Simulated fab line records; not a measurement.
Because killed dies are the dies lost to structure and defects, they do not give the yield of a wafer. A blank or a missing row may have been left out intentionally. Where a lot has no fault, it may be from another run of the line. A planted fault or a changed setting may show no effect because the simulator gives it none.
fab line records ; flow gf180mcu
record lots=5; wafers=15; lastDay=33
route steps=602 shown HV_LDD@197
lots that met no fault: taken from a fault-free run of the same line
startH: start of the lot's first displayed wafer, in hours after the record's first day ; waitH: hours since the lot's step before ; " the same as in the row above ; L1.1+2: one row covering several wafers at once ; - no value, or no start given ; * or withheld: withheld ; < > ~ a bound
route shown NAME@n: NAME is a module with steps in the file, n the number in the route of the first one ; usual: mean and standard deviation over wafers with no fault ; same: alike in all rows ; chamber/n: place in a boat ; sites: per-site readings ; _std_site: standard deviation across them ; _edge_site: inner sites' mean taken away from outer sites' mean ; radiusMm: how far each site lies from the wafer's centre ; mask NAME#n: copy n ; behind: the last tool/chamber to shape the wafer ; hold: cause of the lot's hold/its duration in hours/its outcome ; device: the n, p or np transistor that did not switch ; end of line: the route-end tests of the same wafers ; a step without rows: its recipe alone ; killed: dies lost to structure and defects at the first sort, not the wafer's yield ; map: the dies of a wafer, with x for killed, . for not killed, _ for no die there
set.NAME: the setting the step ran with; set.NAME@STEP: the setting that earlier step ran with ; model.NAME: the simulator's own value behind a step, which no gauge read
lots at some steps of the route; a table a step, a row a wafer
services: when a tool's chamber went out of use (startH, in hours from the record's first day, below 0 if earlier), for how many hours, and the reason
## steps
# step GF_HV_LDD_IMPLANT_21
# recipe species=BF2; energyKev=25; doseCm2=5e+13; tiltDeg=7
# usual beamOnS=10.01/0.23; doseIonsCm2=5e+13/6.3e+10
lot.wafer;tool;chamber;startH;waitH;beamOnS;doseIonsCm2
L077.2;implanter-03;0;261.08;0.0;10.30;4.99e+13
L077.4;implanter-03;0;261.08;0.0;9.78;4.987e+13
L077.5;implanter-03;0;261.08;0.0;9.99;5.004e+13
L080.1;implanter-01;0;285.27;0.0;10.24;4.991e+13
L080.4;implanter-01;0;285.27;0.0;10.19;4.986e+13
L080.5;implanter-01;0;285.27;0.0;9.82;4.991e+13
L086.3;implanter-02;0;325.61;0.1;9.79;5.005e+13
L086.5;implanter-02;0;325.61;0.1;10.30;5.001e+13
L086.6;implanter-02;0;325.61;0.1;10.13;5.01e+13
L090.1;implanter-01;0;357.81;0.0;10.00;5.01e+13
L090.3;implanter-01;0;357.81;0.0;9.56;4.999e+13
L090.6;implanter-01;0;357.81;0.0;10.04;5.003e+13
L093.3;implanter-03;0;380.14;0.1;10.20;4.998e+13
L093.4;implanter-03;0;380.14;0.1;10.09;5.011e+13
L093.6;implanter-03;0;380.14;0.1;10.10;5.003e+13
# step GF_HV_LDD_STRIP_22
# recipe chemistry=O2/N2; powerW=1400; pressureMtorr=1500; platenTempC=250; o2FlowSccm=3000; n2FlowSccm=300; overashFraction=0.5
# usual chamberPressureMTorr=1500.0/1.3; drypumpMotorCurrentA=5.94/0.28; heaterPowerW=307/16; oesProductAu=0.716/0.0046; stripTimeToEndpointS=12.65/0.03
lot.wafer;tool;chamber;startH;waitH;chamberPressureMTorr;drypumpMotorCurrentA;heaterPowerW;oesProductAu;rfHoursCounterH;stripTimeToEndpointS
L077.2;plasmaAsher-01;1;261.21;0.1;1498.9;6.10;322;0.720;57;12.70
L077.4;plasmaAsher-01;1;261.21;0.1;1498.1;6.10;313;0.722;-;12.63
L077.5;plasmaAsher-01;1;261.21;0.1;1500.0;6.11;308;0.713;-;12.63
L080.1;plasmaAsher-01;1;285.42;0.1;1498.9;6.12;311;0.719;58;12.68
L080.4;plasmaAsher-01;1;285.42;0.1;1499.7;6.15;311;0.723;-;12.68
L080.5;plasmaAsher-01;1;285.42;0.1;1499.7;6.10;311;0.711;-;12.67
L086.3;plasmaAsher-01;0;325.74;0.1;1499.0;5.67;313;0.722;-;12.66
L086.5;plasmaAsher-01;1;325.74;0.1;1498.1;6.17;316;0.713;-;12.61
L086.6;plasmaAsher-01;0;325.74;0.1;1501.2;5.69;317;0.717;-;12.62
L090.1;plasmaAsher-01;1;357.96;0.1;1501.8;6.13;317;0.712;66;12.66
L090.3;plasmaAsher-01;1;357.96;0.1;1501.3;6.11;307;0.717;-;12.65
L090.6;plasmaAsher-01;1;357.96;0.1;1499.0;6.12;316;0.709;-;12.69
L093.3;plasmaAsher-01;0;380.27;0.1;1499.2;5.69;317;0.713;-;12.60
L093.4;plasmaAsher-01;1;380.27;0.1;1502.0;6.14;313;0.708;-;12.62
L093.6;plasmaAsher-01;1;380.27;0.1;1498.8;6.13;306;0.713;-;12.63
# step GF_HV_LDD_TW_MEAS_23
# usual HV_LDD_2_TW=1062/5.7
lot.wafer;tool;chamber;startH;waitH;HV_LDD_2_TW
L077.2;filmMetro-02;-;261.32;0.1;1054
L077.4;filmMetro-02;-;261.32;0.1;1053
L077.5;filmMetro-02;-;261.32;0.1;1061
L080.1;filmMetro-01;-;285.52;0.1;1058
L080.4;filmMetro-01;-;285.52;0.1;1054
L080.5;filmMetro-01;-;285.52;0.1;1059
L086.3;filmMetro-02;-;325.83;0.1;1062
L086.5;filmMetro-02;-;325.83;0.1;1059
L086.6;filmMetro-02;-;325.83;0.1;1064
L090.1;filmMetro-02;-;358.06;0.1;1057
L090.3;filmMetro-02;-;358.06;0.1;1056
L090.6;filmMetro-02;-;358.06;0.1;1053
L093.3;filmMetro-04;-;380.36;0.1;1069
L093.4;filmMetro-04;-;380.36;0.1;1073
L093.6;filmMetro-04;-;380.36;0.1;1070
# step GF_HV_LDD_DEHYDRATE_24
# recipe tempC=200; timeS=60
# usual chillPlateTempC=22.99/0.1
lot.wafer;tool;chamber;startH;waitH;chillPlateTempC
L077.2;lithoTrack-03;0;270.28;9.0;22.91
L077.4;lithoTrack-03;0;270.28;9.0;23.03
L077.5;lithoTrack-03;0;270.28;9.0;22.82
L080.1;lithoTrack-02;0;294.95;9.4;23.02
L080.4;lithoTrack-02;0;294.95;9.4;22.93
L080.5;lithoTrack-02;0;294.95;9.4;22.93
L086.3;lithoTrack-03;0;335.86;10.0;22.94
L086.5;lithoTrack-03;0;335.86;10.0;23.17
L086.6;lithoTrack-03;0;335.86;10.0;23.06
L090.1;lithoTrack-02;0;368.35;10.3;22.90
L090.3;lithoTrack-02;0;368.35;10.3;23.07
L090.6;lithoTrack-02;0;368.35;10.3;23.08
L093.3;lithoTrack-03;0;391.06;10.7;22.85
L093.4;lithoTrack-03;0;391.06;10.7;22.99
L093.6;lithoTrack-03;0;391.06;10.7;22.85
# step GF_HV_LDD_HMDS_25
# recipe primeTimeS=60; primeTempC=120
# usual chillPlateTempC=22.96/0.12
lot.wafer;tool;chamber;startH;waitH;chillPlateTempC
L077.2;lithoTrack-03;0;270.43;0.1;23.04
L077.4;lithoTrack-03;0;270.43;0.1;23.10
L077.5;lithoTrack-03;0;270.43;0.1;23.02
L080.1;lithoTrack-02;0;295.10;0.1;22.95
L080.4;lithoTrack-02;0;295.10;0.1;22.83
L080.5;lithoTrack-02;0;295.10;0.1;22.85
L086.3;lithoTrack-03;0;336.01;0.1;23.04
L086.5;lithoTrack-03;0;336.01;0.1;23.04
L086.6;lithoTrack-03;0;336.01;0.1;22.96
L090.1;lithoTrack-02;0;368.50;0.1;22.81
L090.3;lithoTrack-02;0;368.50;0.1;22.93
L090.6;lithoTrack-02;0;368.50;0.1;22.94
L093.3;lithoTrack-03;0;391.21;0.1;22.79
L093.4;lithoTrack-03;0;391.21;0.1;22.76
L093.6;lithoTrack-03;0;391.21;0.1;22.78
# step GF_HV_LDD_COAT_26
# recipe resist=NOVOLAK; spinRpm=3000; resistThkNm=1000
# usual chillPlateTempC=23.01/0.11
lot.wafer;tool;chamber;startH;waitH;chillPlateTempC
L077.2;lithoTrack-03;0;270.58;0.1;23.09
L077.4;lithoTrack-03;0;270.58;0.1;22.94
L077.5;lithoTrack-03;0;270.58;0.1;23.18
L080.1;lithoTrack-02;0;295.25;0.1;23.08
L080.4;lithoTrack-02;0;295.25;0.1;23.04
L080.5;lithoTrack-02;0;295.25;0.1;23.13
L086.3;lithoTrack-03;0;336.16;0.1;22.87
L086.5;lithoTrack-03;0;336.16;0.1;22.92
L086.6;lithoTrack-03;0;336.16;0.1;22.91
L090.1;lithoTrack-02;0;368.65;0.1;23.01
L090.3;lithoTrack-02;0;368.65;0.1;23.00
L090.6;lithoTrack-02;0;368.65;0.1;23.02
L093.3;lithoTrack-03;0;391.36;0.1;22.92
L093.4;lithoTrack-03;0;391.36;0.1;22.81
L093.6;lithoTrack-03;0;391.36;0.1;22.89
# step GF_HV_LDD_SOFTBAKE_27
# recipe tempC=90; timeS=60; resist=NOVOLAK
# usual chillPlateTempC=23.02/0.13
lot.wafer;tool;chamber;startH;waitH;chillPlateTempC
L077.2;lithoTrack-03;0;270.73;0.1;23.09
L077.4;lithoTrack-03;0;270.73;0.1;23.07
L077.5;lithoTrack-03;0;270.73;0.1;22.84
L080.1;lithoTrack-02;0;295.40;0.1;22.71
L080.4;lithoTrack-02;0;295.40;0.1;23.01
L080.5;lithoTrack-02;0;295.40;0.1;22.96
L086.3;lithoTrack-03;0;336.31;0.1;22.74
L086.5;lithoTrack-03;0;336.31;0.1;22.97
L086.6;lithoTrack-03;0;336.31;0.1;22.81
L090.1;lithoTrack-02;0;368.80;0.1;23.08
L090.3;lithoTrack-02;0;368.80;0.1;22.93
L090.6;lithoTrack-02;0;368.80;0.1;22.91
L093.3;lithoTrack-03;0;391.51;0.1;22.90
L093.4;lithoTrack-03;0;391.51;0.1;22.63
L093.6;lithoTrack-03;0;391.51;0.1;22.87
# step GF_HV_LDD_EXPOSE_28
# recipe maskId=Nplus_HV_AREA; targetCdNm=400; na=0.6; sourceShape=conventional; sigmaOuter=0.6; doseMj=140
# usual reticleTempC=23.02/0.11
# same na=0.6
lot.wafer;tool;chamber;startH;waitH;mask;reticleTempC
L077.2;ilineStepper-02;0;-;-;Nplus_HV_AREA#0;23.02
L077.4;ilineStepper-02;0;-;-;Nplus_HV_AREA#0;22.92
L077.5;ilineStepper-02;0;-;-;Nplus_HV_AREA#0;22.96
L080.1;ilineStepper-01;0;-;-;Nplus_HV_AREA#0;22.97
L080.4;ilineStepper-01;0;-;-;Nplus_HV_AREA#0;23.00
L080.5;ilineStepper-01;0;-;-;Nplus_HV_AREA#0;23.05
L086.3;ilineStepper-01;0;-;-;Nplus_HV_AREA#0;22.86
L086.5;ilineStepper-01;0;-;-;Nplus_HV_AREA#0;22.92
L086.6;ilineStepper-01;0;-;-;Nplus_HV_AREA#0;23.04
L090.1;ilineStepper-01;0;-;-;Nplus_HV_AREA#0;23.13
L090.3;ilineStepper-01;0;-;-;Nplus_HV_AREA#0;23.09
L090.6;ilineStepper-01;0;-;-;Nplus_HV_AREA#0;23.00
L093.3;ilineStepper-01;0;-;-;Nplus_HV_AREA#0;23.00
L093.4;ilineStepper-01;0;-;-;Nplus_HV_AREA#0;23.04
L093.6;ilineStepper-01;0;-;-;Nplus_HV_AREA#0;23.04
# step GF_HV_LDD_PEB_29
# recipe tempC=withheld; timeS=*; resist=NOVOLAK
# usual chillPlateTempC=*
lot.wafer;tool;chamber;startH;waitH;chillPlateTempC
L077.2;lithoTrack-03;0;-;-;*
L077.4;lithoTrack-03;0;-;-;*
L077.5;lithoTrack-03;0;-;-;*
L080.1;lithoTrack-01;0;-;-;*
L080.4;lithoTrack-01;0;-;-;*
L080.5;lithoTrack-01;0;-;-;*
L086.3;lithoTrack-02;0;-;-;*
L086.5;lithoTrack-02;0;-;-;*
L086.6;lithoTrack-02;0;-;-;*
L090.1;lithoTrack-02;0;-;-;*
L090.3;lithoTrack-02;0;-;-;*
L090.6;lithoTrack-02;0;-;-;*
L093.3;lithoTrack-03;0;-;-;*
L093.4;lithoTrack-03;0;-;-;*
L093.6;lithoTrack-03;0;-;-;*
# step GF_HV_LDD_DEVELOP_30
# recipe developTimeS=60; devTempC=23
# usual chillPlateTempC=22.99/0.1
lot.wafer;tool;chamber;startH;waitH;chillPlateTempC
L077.2;lithoTrack-03;0;279.93;0.1;23.24
L077.4;lithoTrack-03;0;279.93;0.1;23.03
L077.5;lithoTrack-03;0;279.93;0.1;23.08
L080.1;lithoTrack-01;0;305.27;0.1;23.23
L080.4;lithoTrack-01;0;305.27;0.1;23.13
L080.5;lithoTrack-01;0;305.27;0.1;23.05
L086.3;lithoTrack-02;0;346.85;0.1;23.05
L086.5;lithoTrack-02;0;346.85;0.1;23.02
L086.6;lithoTrack-02;0;346.85;0.1;22.94
L090.1;lithoTrack-02;0;380.05;0.1;22.94
L090.3;lithoTrack-02;0;380.05;0.1;22.93
L090.6;lithoTrack-02;0;380.05;0.1;22.81
L093.3;lithoTrack-03;0;403.45;0.1;22.99
L093.4;lithoTrack-03;0;403.45;0.1;23.05
L093.6;lithoTrack-03;0;403.45;0.1;22.99
# step GF_HV_LDD_CD_MEAS_31
# recipe targetCdNm=400
# usual cdNm=399.6/2
lot.wafer;tool;chamber;startH;waitH;cdNm
L077.2;cdSem-01;-;280.08;0.1;400.5
L077.4;cdSem-01;-;280.08;0.1;400.7
L077.5;cdSem-01;-;280.08;0.1;401.1
L080.1;cdSem-02;-;305.42;0.1;400.3
L080.4;cdSem-02;-;305.42;0.1;396.4
L080.5;cdSem-02;-;305.42;0.1;397.0
L086.3;cdSem-02;-;346.99;0.1;400.8
L086.5;cdSem-02;-;346.99;0.1;401.9
L086.6;cdSem-02;-;346.99;0.1;400.8
L090.1;cdSem-02;-;380.20;0.1;396.2
L090.3;cdSem-02;-;380.20;0.1;397.9
L090.6;cdSem-02;-;380.20;0.1;399.5
L093.3;cdSem-02;-;403.59;0.1;400.8
L093.4;cdSem-02;-;403.59;0.1;399.9
L093.6;cdSem-02;-;403.59;0.1;400.5
# step GF_HV_LDD_OVL_MEAS_32
# usual HV_LDD_02_OVL=1.1/1.5
lot.wafer;tool;chamber;startH;waitH;HV_LDD_02_OVL[nm]
L077.2;overlay-02;-;280.18;0.1;2.1
L077.4;overlay-02;-;280.18;0.1;2.8
L077.5;overlay-02;-;280.18;0.1;2.7
L080.1;overlay-02;-;305.54;0.1;1.9
L080.4;overlay-02;-;305.54;0.1;0.4
L080.5;overlay-02;-;305.54;0.1;0.7
L086.3;overlay-01;-;347.08;0.1;2.4
L086.5;overlay-01;-;347.08;0.1;1.8
L086.6;overlay-01;-;347.08;0.1;1.5
L090.1;overlay-02;-;380.32;0.1;2.6
L090.3;overlay-02;-;380.32;0.1;1.9
L090.6;overlay-02;-;380.32;0.1;2.4
L093.3;overlay-01;-;403.69;0.1;0.7
L093.4;overlay-01;-;403.69;0.1;1.1
L093.6;overlay-01;-;403.69;0.1;0.5
## services
tool;chamber;startH;hours;kind
plasmaAsher-01;-;263.69;12.6;repair
ilineStepper-01;0;271.89;-;calibration
implanter-01;-;310.19;19.5;pm
ilineStepper-01;-;323.22;4.4;pm
implanter-03;-;325.88;4.0;pm
ilineStepper-01;-;327.66;1.7;pm
implanter-01;-;338.48;4.3;repair
plasmaAsher-01;-;348.17;2.1;repair
ilineStepper-02;0;350.58;-;calibration
ilineStepper-02;-;354.98;1.7;pm
implanter-02;-;357.33;1.2;repair
implanter-01;-;376.89;1.6;repair
## key
fault none
